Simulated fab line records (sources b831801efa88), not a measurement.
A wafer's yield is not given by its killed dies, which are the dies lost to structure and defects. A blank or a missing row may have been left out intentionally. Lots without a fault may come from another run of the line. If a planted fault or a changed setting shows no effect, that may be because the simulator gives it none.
Which tool is to blame? || flow gf180mcu || 38 wafers sampled from 14 lots at 1 step of a route of 602

== WHAT EACH GAUGE READ, for each wafer ==
GF_V1_THK_MEAS_01.
{"lot": "L865", "measured": "day 17 02:45", "on": "film-metro-03", "V1_CVD_00_THK (nm)": "605 600 599"}
{"lot": "L866", "measured": "day 17 07:55", "on": "film-metro-02", "V1_CVD_00_THK (nm)": "603 592 598"}
{"lot": "L867", "measured": "day 17 22:19", "on": "film-metro-03", "V1_CVD_00_THK (nm)": "602 599 606"}
{"lot": "L868", "measured": "day 18 04:21", "on": "film-metro-02", "V1_CVD_00_THK (nm)": "601 606 599"}
{"lot": "L869", "measured": "day 18 10:23", "on": "film-metro-02", "V1_CVD_00_THK (nm)": "587 606 593"}
{"lot": "L871", "measured": "day 19 05:31", "on": "film-metro-02", "V1_CVD_00_THK (nm)": 581}
{"lot": "L872", "measured": "day 19 17:16", "on": "film-metro-01", "V1_CVD_00_THK (nm)": 597}
{"lot": "L876", "measured": "day 21 12:46", "on": "film-metro-03", "V1_CVD_00_THK (nm)": "594 596 595"}
{"lot": "L877", "measured": "day 21 18:13", "on": "film-metro-01", "V1_CVD_00_THK (nm)": "615 614 596"}
{"lot": "L881", "measured": "day 23 00:56", "on": "film-metro-03", "V1_CVD_00_THK (nm)": "595 586 601"}
{"lot": "L882", "measured": "day 23 13:59", "on": "film-metro-02", "V1_CVD_00_THK (nm)": "594 586 589"}
{"lot": "L883", "measured": "day 23 18:56", "on": "film-metro-02", "V1_CVD_00_THK (nm)": "607 606 600"}
{"lot": "L887", "measured": "day 24 21:00", "on": "film-metro-03", "V1_CVD_00_THK (nm)": "594 596 594"}
{"lot": "L888", "measured": "day 25 08:53", "on": "film-metro-01", "V1_CVD_00_THK (nm)": "598 618 610"}

== TOOL THAT RAN EACH LOT (tool first, then ch and the chambers of the sampled wafers, then the start) ==
Before these readings, the record contains no process step.

== WHAT THE TOOLS THEMSELVES READ (means of the sampled wafers that have a number; where no wafer has one, the mark that the record gives instead) ==
The record holds no such reading with a usual standard deviation.

== THE ANSWER, worked out from the rows above alone ==
Rule: what is usual is taken from the lots themselves. The widest of any qualifying gaps counts: lots, ordered by their means at a reading, are off when they make up no more than a third of the lots, leave a main group of 4 or more, and stand apart from it by 3 or more times the standard deviation of that group's means. If all means in a main group match to the digits the tables above print for the reading, that group is not used. A lot without any number at a reading at which 4 lots or more have one is off too. Where the step has rows for the other lots, those lots are counted as sound. The gauges are gone through in route order, then the tools' own readings, and for those a lot's mean is taken as printed above. At the first step where some lot is off, the reading lying furthest off is the one used; lots without a number count as furthest.
Across all readings shown, no lot is off: no conclusion can be drawn from this.

== WHAT THE SIMULATOR PUT IN ==
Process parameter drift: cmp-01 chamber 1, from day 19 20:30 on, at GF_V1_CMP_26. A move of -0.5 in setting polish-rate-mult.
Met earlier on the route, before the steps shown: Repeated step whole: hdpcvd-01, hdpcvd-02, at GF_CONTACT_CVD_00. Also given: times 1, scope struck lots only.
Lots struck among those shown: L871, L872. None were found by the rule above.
